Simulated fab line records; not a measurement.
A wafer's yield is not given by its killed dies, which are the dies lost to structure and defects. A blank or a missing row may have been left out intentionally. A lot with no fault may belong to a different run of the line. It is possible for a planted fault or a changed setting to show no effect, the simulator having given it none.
Which tool was responsible? -- flow sky130 -- 12 lots with 36 wafers sampled at 3 steps, on a route of 708 steps

## WHAT THE GAUGES SHOWED, per wafer
SKY_METAL2_OVL_MEAS_16.
lot,measured,on,METAL2_OVL (nm)
L723,day 34 19:13,overlay-02,0 3 -3
L724,day 35 05:28,overlay-01,0 6 4
L725,day 36 22:52,overlay-01,-10 -10 -5
L727,day 36 23:01,overlay-02,6 5 -1
L726,day 36 23:53,overlay-01,4 5 6
L729,day 37 07:39,overlay-02,-4 3 5
L733,day 38 02:01,overlay-01,2 0 2
L732,day 38 06:37,overlay-02,-13 -4 -6
L734,day 38 10:56,overlay-02,-6 -5 -4
L739,day 39 21:42,overlay-02,5 10 6
L740,day 40 01:50,overlay-01,4 11 9
L744,day 41 04:52,overlay-02,1 -4 -5

SKY_VIA2_OVL_MEAS_13.
lot,measured,on,VIA2_OVL (nm)
L723,day 35 21:51,overlay-01,14 2 2
L724,day 36 08:16,overlay-02,1 -8 -4
L725,day 38 03:22,overlay-01,-6 -2 -8
L727,day 38 02:40,overlay-01,-3 -6 -13
L726,day 38 04:16,overlay-02,-4 -2 -3
L729,day 38 11:54,overlay-01,-3 -4 -7
L733,day 39 04:11,overlay-02,-11 -4 -7
L732,day 39 08:34,overlay-01,-3 -3 -8
L734,day 39 13:20,overlay-02,31 31 35
L739,day 40 23:52,overlay-01,24 26 29
L740,day 41 04:00,overlay-01,-2 1 1
L744,day 42 06:23,overlay-01,3 -8 -6

## WHAT TOOL EACH LOT RAN ON (gives the tool, then ch and the chambers of the sampled wafers, and finally the start)
lot,SKY_VIA2_EXPOSE_09
L723,"krf-scanner-01 ch 0, day 35 09:23"
L724,"krf-scanner-02 ch 0, day 35 19:34"
L725,"krf-scanner-02 ch 0, day 37 14:07"
L727,"krf-scanner-01 ch 0, day 37 13:48"
L726,"krf-scanner-01 ch 0, day 37 14:55"
L729,"krf-scanner-01 ch 0, day 37 22:35"
L733,"krf-scanner-01 ch 0, day 38 16:31"
L732,"krf-scanner-01 ch 0, day 38 20:30"
L734,"krf-scanner-02 ch 0, day 39 01:15"
L739,"krf-scanner-02 ch 0, day 40 11:14"
L740,"krf-scanner-01 ch 0, day 40 16:11"
L744,"krf-scanner-01 ch 0, day 41 19:03"
- SKY_VIA2_EXPOSE_09: exposes mask VIM2, target cd 200 nm.

## WHAT THE TOOLS THEMSELVES READ (means of the sampled wafers that have a number; where no wafer has one, the mark that the record gives instead)
The record holds no such reading with a usual standard deviation.

## THE ANSWER, worked out from the rows above alone
Rule: the usual values come from the lots themselves. The widest of any qualifying gaps counts: lots, ordered by their means at a reading, are off when they make up no more than a third of the lots, leave a main group of 4 or more, and stand apart from it by 3 or more times the standard deviation of that group's means. Not used: any main group whose means are identical at the precision the tables above print for the reading. Also off: a lot with no number at a reading for which 4 or more lots have one. All remaining lots with rows at the step are treated as sound. The gauges are gone through in route order, then the tools' own readings, and for those a lot's mean is taken as printed above. The first step at which some lot is off is used, and at that step the reading that is off furthest; a lot without a number counts as furthest.
Off: at SKY_VIA2_OVL_MEAS_13 (VIA2_OVL), L734, L739. The main group: mean -3 nm, standard deviation 3.7.
A tool fits if, at a process step before that reading, it ran every lot that is off, and no sound lot after the first of them. Gauges at SKY_VIA2_OVL_MEAS_13: tried the same way as those tools. One fits: SKY_VIA2_EXPOSE_09 on krf-scanner-02. A fault onset in the window from L725 (day 37 14:07, its last sound lot) to L734 (day 39 01:15, its first lot off) fits.

## WHAT THE SIMULATOR HAD INSERTED
Scanner matching overlay: krf-scanner-02, from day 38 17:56 on, at SKY_VIA2_EXPOSE_09. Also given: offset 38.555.
Shown lots that were struck: L734, L739. The rule above found the same.
